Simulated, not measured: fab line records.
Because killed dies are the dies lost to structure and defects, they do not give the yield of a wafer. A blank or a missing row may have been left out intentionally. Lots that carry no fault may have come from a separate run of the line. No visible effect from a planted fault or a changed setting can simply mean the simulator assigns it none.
Matching of chambers -- flow sky130 -- SKY_VIA2_ETCH_14 on rieDiel-04 has 4 sister chambers
The step etches BARC in N2/H2, stops on SiO2, time 45.9 s, target depth 60 nm. 18 wafers are shown with their chamber, then 9 later ones without.

## EACH WAFER AND ITS CHAMBER
wafer,chamber,drypumpMotorCurrentA (A),oesProductAu (a.u.),throttleValvePct (%)
L075.3,2,6.3,0.863,13.221
L075.5,1,5.6,0.855,13.225
L075.6,0,6.2,0.856,13.224
L079.4,3,5.9,0.855,13.212
L079.5,2,6.4,0.853,13.226
L079.6,3,5.9,0.849,13.220
L084.1,2,6.4,0.860,13.225
L084.2,1,5.6,0.853,13.222
L084.3,3,5.9,0.858,13.234
L084.4,0,6.2,0.853,13.231
L084.5,2,6.4,0.852,13.214
L084.6,3,5.9,0.853,13.218
L087.1,1,5.6,0.854,13.210
L087.2,2,6.4,0.853,13.224
L087.3,0,6.2,0.851,13.218
L087.4,1,5.6,0.857,13.227
L087.5,0,6.2,0.844,13.232
L087.6,2,6.4,0.854,13.218

SIGNATURES (averages over the wafers above)
reading,chamber 0,chamber 1,chamber 2,chamber 3,scatter within a chamber
drypumpMotorCurrentA,6.200,5.600,6.383,5.900,0.0244
oesProductAu,0.85100,0.85475,0.85583,0.85375,0.00407
throttleValvePct,13.22625,13.22100,13.22133,13.22100,0.00692
Rule: for each reading, subtract the chamber's mean from the wafer's reading, divide by that reading's scatter and square the result; add these up over the readings and take the root, which gives the wafer's distance from the chamber. The wafer belongs to the nearest chamber; if the next one is less than 2 further off, it can't be placed. How the scatter is found: for the shown wafers, subtract from each reading the mean of its chamber, square and add these, divide the total by (wafers less chambers), then take the root.

## WAFERS MISSING THEIR CHAMBER
wafer,drypumpMotorCurrentA (A),oesProductAu (a.u.),throttleValvePct (%)
L090.1,6.3,0.861,13.227
L090.4,5.6,0.853,13.218
L090.6,6.2,0.860,13.224
L091.4,5.6,0.852,13.224
L091.5,5.9,0.852,13.215
L091.6,6.4,0.862,13.238
L092.4,6.4,0.857,13.236
L092.5,6.4,0.856,13.238
L092.6,5.9,0.847,13.220

## THE CHAMBER EACH PASSED THROUGH
wafer,from the rows above,in truth
L090.1,can't be placed: 2 or 0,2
L090.4,1,1
L090.6,0,0
L091.4,1,1
L091.5,3,3
L091.6,2,2
L092.4,2,2
L092.5,2,2
L092.6,3,3
Correctly placed: 8 of 9. Not placeable from these rows: 1 (in 1, the candidates include the true chamber). Wrongly placed: 0.
